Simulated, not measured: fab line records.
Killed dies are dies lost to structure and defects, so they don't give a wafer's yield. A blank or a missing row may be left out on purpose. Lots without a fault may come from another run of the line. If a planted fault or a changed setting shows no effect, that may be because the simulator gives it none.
Matching of chambers || flow sky130 || SKY_FIELD_ISO_ETCH_14 on rie diel-02 has 4 sister chambers
The step etches BARC in N2/H2, stops on SiO2, time 45.9 s, target depth 60 nm. 4 wafers are shown with their chamber, then 7 later ones without.

## EACH WAFER AND ITS CHAMBER
{"wafer": "L870.6", "chamber": 1, "throttle valve pct (%)": 13.227}
{"wafer": "L871.4", "chamber": 3, "throttle valve pct (%)": 13.219}
{"wafer": "L875.1", "chamber": 2, "throttle valve pct (%)": 13.217}
{"wafer": "L875.2", "chamber": 0, "throttle valve pct (%)": 13.244}

## WAFERS WITHOUT THEIR CHAMBER
{"wafer": "L875.4", "throttle valve pct (%)": 13.230}
{"wafer": "L877.2", "throttle valve pct (%)": 13.206}
{"wafer": "L877.3", "throttle valve pct (%)": 13.213}
{"wafer": "L877.6", "throttle valve pct (%)": 13.225}
{"wafer": "L878.4", "throttle valve pct (%)": 13.221}
{"wafer": "L878.5", "throttle valve pct (%)": 13.219}
{"wafer": "L878.6", "throttle valve pct (%)": 13.232}

## WHICH CHAMBER EACH WENT THROUGH
{"wafer": "L875.4", "from the rows above": "can't be placed: 1 or 3 or 2", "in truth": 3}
{"wafer": "L877.2", "from the rows above": "can't be placed: 2 or 3 or 1", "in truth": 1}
{"wafer": "L877.3", "from the rows above": "can't be placed: 2 or 3 or 1", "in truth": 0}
{"wafer": "L877.6", "from the rows above": "can't be placed: 1 or 3 or 2", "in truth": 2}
{"wafer": "L878.4", "from the rows above": "can't be placed: 3 or 2 or 1", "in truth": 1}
{"wafer": "L878.5", "from the rows above": "can't be placed: 3 or 2 or 1", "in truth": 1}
{"wafer": "L878.6", "from the rows above": "can't be placed: 1 or 0 or 3 or 2", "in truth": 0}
0 of 7 placed correctly. Cannot be placed on the basis of these rows: 7; the candidates contain the true chamber in 6. Placed wrongly: 0.
How it was worked out, from the rows above alone: a wafer's distance from a chamber is the root of the sum, over the readings, of the square of ((its reading less the chamber's mean) divided by the reading's scatter). If the next closest chamber is less than 2 further off than the closest, the wafer can't be placed; otherwise it belongs to the closest. The mean given for a chamber averages the wafers shown for that chamber. The scatter: with one shown wafer a chamber, the root of the mean of the squares of how far each hidden wafer lies from its nearest shown one.
